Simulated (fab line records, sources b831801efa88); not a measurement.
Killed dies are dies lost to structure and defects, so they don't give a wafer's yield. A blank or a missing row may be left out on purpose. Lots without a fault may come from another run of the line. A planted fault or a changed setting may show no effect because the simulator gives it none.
Chamber matching | flow gf180mcu | GF_V2_CMP_26 on cmp-02: 4 sister chambers
The step polishes, stops on SiO2, t overpolish 15 s, target thk 0 nm. 4 wafers are shown with their chamber, then 11 later ones without.

WAFERS WITH THEIR CHAMBER
wafer  | chamber | motor_current_A (A)
L091.1 | 3       | 11.0
L091.2 | 2       | 9.3
L091.6 | 0       | 11.3
L092.2 | 1       | 11.1

WAFERS WITHOUT THEIR CHAMBER
wafer  | motor_current_A (A)
L092.3 | 10.4
L092.4 | 9.4
L094.1 | 11.1
L094.5 | 11.2
L094.6 | 9.8
L095.3 | 9.7
L095.5 | 9.1
L095.6 | 11.2
L097.2 | 11.6
L097.3 | 11.2
L097.6 | 10.6

WHICH CHAMBER EACH WENT THROUGH
wafer  | from the rows above               | in truth
L092.3 | can't be placed: 3 or 1 or 0 or 2 | 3
L092.4 | 2                                 | 2
L094.1 | can't be placed: 1 or 3 or 0      | 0
L094.5 | can't be placed: 1 or 0 or 3      | 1
L094.6 | 2                                 | 2
L095.3 | 2                                 | 2
L095.5 | 2                                 | 2
L095.6 | can't be placed: 1 or 0 or 3      | 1
L097.2 | can't be placed: 0 or 1 or 3      | 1
L097.3 | can't be placed: 1 or 0 or 3      | 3
L097.6 | can't be placed: 3 or 1 or 0      | 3
Placed correctly: 4 of 11. Can't be placed from these rows: 7 (the true chamber is among the candidates in 7). Placed wrongly: 0.
How it was worked out, from the rows above alone: a wafer's distance from a chamber is the root of the sum, over the readings, of the square of ((its reading less the chamber's mean) divided by the reading's scatter). The wafer belongs to the nearest chamber; if the next one is less than 2 further off, it can't be placed. A chamber's mean is the mean of its shown wafers. The scatter: with one shown wafer a chamber, the root of the mean of the squares of how far each hidden wafer lies from its nearest shown one.
